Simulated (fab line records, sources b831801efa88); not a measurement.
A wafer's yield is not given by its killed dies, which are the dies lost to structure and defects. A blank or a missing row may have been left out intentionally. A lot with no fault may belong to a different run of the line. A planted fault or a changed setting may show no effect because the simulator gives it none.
Struck lot and sound lot, side by side / flow gf180mcu / 14 out of 602 route steps
Sound: wafers L824.1, L824.2, L824.5. The struck wafers were L817.3, L817.4, L817.5. The cause is given at the end.
Each step with rows lists, per side, the tool, then ch with its chambers, then its first start. Under that, the readings that differ: sound wafers / struck wafers / difference of the means / sigmas: that difference in standard deviations of wafers without a fault.
alike: words and numbers the same on both sides, and readings whose means are apart by under 2 such deviations; not compared: readings that were withheld, readings missing a value for some wafer, numbers with overlapping values and no deviation given by the record, and bounds like >300 which may hide the same value.
Wherever a step has rows on one side only, a row that says differs or no value, or a row with sigmas, the two part there. Non-overlapping numbers with no deviation appear without sigmas and do not part them. Lack of a reading on every wafer of one side parts them only where that side has two or more wafers.

first, 5 steps without rows for these wafers: GF_V1_COAT_09 (resist thk 1000 nm); GF_V1_SOFTBAKE_10 (time 60 s); GF_V1_EXPOSE_11 (exposes mask Via1, target cd 260 nm); GF_V1_PEB_12 (peb time 90 s); GF_V1_DEVELOP_13 (develop time 60 s).
GF_V1_CD_MEAS_14: the cd target is 260 nm.
  sound: cdSem-01 at day 24 08:55; struck: cdSem-02 at day 21 19:11
  alike: cdNm
GF_V1_OVL_MEAS_15:
  sound: overlay-02 at day 24 09:02; struck: overlay-02 at day 21 19:16
reading=V1_OVL (nm); sound=10 3 6; struck=-11 -7 -10; difference=-16; sigmas=-3
GF_V1_ETCH_16: etches BARC in N2/H2.
  sound on rieDiel-02 ch 0,1,2, day 24 09:04; struck on rieDiel-02 ch 0,2, day 21 19:18
  alike: drypumpMotorCurrentA, h2FlowSccm, oesProductAu, throttleValvePct
GF_V1_ETCH_17: etches SiO2 in C4F8/O2/Ar, stops on TiN, target depth 630 nm.
  sound on rieDiel-02 ch 0,1,2; struck on rieDiel-02 ch 0,2
  alike: oesProductAu
GF_V1_STRIP_18: strips in O2/N2.
  sound on plasmaAsher-01 ch 0,1, day 24 09:11; struck on plasmaAsher-02 ch 0,1, day 21 19:28
  alike: drypumpMotorCurrentA, heaterPowerW, oesProductAu, platenTempC
  not compared: rfHoursCounterH
then, 2 steps without rows for these wafers: GF_V1_STRIP_19 (strips in post etch residue remover, time 1200 s); GF_V1_CLEAN_20 (cleans in DIW).
GF_V1_SPUTTER_21: material Ti, target thk 15 nm, time 80.02 s.
  sound: pvdSputter-03 at day 24 09:44; struck: pvdSputter-01 at day 21 19:58
  no value came back on the struck wafers for cathodeDcPowerW (W), chamberPressurePa (Pa), throttleValvePct (%); on the sound wafers cathodeDcPowerW (W) reads 2501.0 2500.2 2499.7
GF_V1_SPUTTER_22: material TiN, target thk 10 nm, time 40 s.
  sound: pvdSputter-03 at day 24 09:47; struck: pvdSputter-01 at day 21 20:02
  alike: cathodeDcPowerW, chamberPressurePa, throttleValvePct

## WHERE THEY PART
Earliest at GF_V1_OVL_MEAS_15; latest, in this record, at GF_V1_SPUTTER_21. Later steps at which nothing parts them and some readings are alike: GF_V1_SPUTTER_22.

WHY: what the simulator had put in
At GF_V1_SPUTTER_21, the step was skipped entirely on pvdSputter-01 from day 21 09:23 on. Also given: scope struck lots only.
